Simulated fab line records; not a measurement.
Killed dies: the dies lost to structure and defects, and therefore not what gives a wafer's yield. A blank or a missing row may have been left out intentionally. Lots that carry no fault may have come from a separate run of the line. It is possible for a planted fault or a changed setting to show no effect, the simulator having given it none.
The tool behind it: which one? :: flow gf180mcu :: 36 wafers from 12 lots sampled at 2 of the route's 602 steps

## WHAT EACH GAUGE READ, for each wafer
GF_M2_RS_MEAS_05: measures by four-point-probe.
lot: L075
measured: day 18 01:09
on: film-metro-02
M2_ALCU_RS (ohm/sq): 0.0686 0.0690 0.0685

lot: L077
measured: day 19 01:11
on: film-metro-03
M2_ALCU_RS (ohm/sq): 0.0697 0.0695 0.0700

lot: L080
measured: day 20 09:22
on: film-metro-02
M2_ALCU_RS (ohm/sq): 0.0702 0.0707 0.0695

lot: L081
measured: day 21 03:13
on: film-metro-02
M2_ALCU_RS (ohm/sq): 0.0693 0.0694 0.0697

lot: L083
measured: day 22 07:49
on: film-metro-03
M2_ALCU_RS (ohm/sq): 0.0706 0.0711 0.0710

lot: L084
measured: day 22 16:04
on: film-metro-02
M2_ALCU_RS (ohm/sq): 0.0705 0.0703 0.0694

lot: L087
measured: day 23 06:23
on: film-metro-04
M2_ALCU_RS (ohm/sq): 0.0687 0.0688 0.0684

lot: L089
measured: day 23 22:32
on: film-metro-04
M2_ALCU_RS (ohm/sq): 0.0692 0.0686 0.0690

lot: L092
measured: day 24 13:06
on: film-metro-04
M2_ALCU_RS (ohm/sq): 0.0695 0.0705 0.0692

lot: L093
measured: day 25 01:43
on: film-metro-02
M2_ALCU_RS (ohm/sq): 0.0700 0.0699 0.0695

lot: L095
measured: day 25 22:07
on: film-metro-04
M2_ALCU_RS (ohm/sq): 0.0700 0.0699 0.0690

lot: L097
measured: day 26 11:31
on: film-metro-02
M2_ALCU_RS (ohm/sq): 0.0686 0.0685 0.0693

## EACH LOT AND THE TOOL THAT RAN IT (in order: tool; ch and the chambers of the sampled wafers; start)
lot: L075
GF_CONTACT_SPUTTER_22: pvd-sputter-02, day 16 00:58

lot: L077
GF_CONTACT_SPUTTER_22: pvd-sputter-03, day 16 22:05

lot: L080
GF_CONTACT_SPUTTER_22: pvd-sputter-03, day 18 04:52

lot: L081
GF_CONTACT_SPUTTER_22: pvd-sputter-02, day 18 22:43

lot: L083
GF_CONTACT_SPUTTER_22: pvd-sputter-02, day 20 04:52

lot: L084
GF_CONTACT_SPUTTER_22: pvd-sputter-02, day 20 12:02

lot: L087
GF_CONTACT_SPUTTER_22: pvd-sputter-02, day 21 03:20

lot: L089
GF_CONTACT_SPUTTER_22: pvd-sputter-01, day 21 20:35

lot: L092
GF_CONTACT_SPUTTER_22: pvd-sputter-02, day 22 12:34

lot: L093
GF_CONTACT_SPUTTER_22: pvd-sputter-02, day 23 00:49

lot: L095
GF_CONTACT_SPUTTER_22: pvd-sputter-01, day 24 00:10

lot: L097
GF_CONTACT_SPUTTER_22: pvd-sputter-02, day 24 12:02
- GF_CONTACT_SPUTTER_22: material Ti, target thk 15 nm, time 80.02 s.

## THE ANSWER, worked out from the rows above alone
Rule: the lots themselves supply what counts as usual. Put in order of their means at a reading, lots are off if they are a third of the lots or fewer, leave a main group of 4 or more, and stand apart from it by a gap of 3 or more times the standard deviation of the main group's means; of several such gaps the widest counts. The tables above print the reading to a certain number of digits; a main group whose means all agree to those digits is not used. A lot without any number at a reading at which 4 lots or more have one is off too. Any other lot the step has rows for is counted as sound.
No lot is off at any reading shown: from this, nothing can be told.

## WHAT WAS PUT IN BY THE SIMULATOR
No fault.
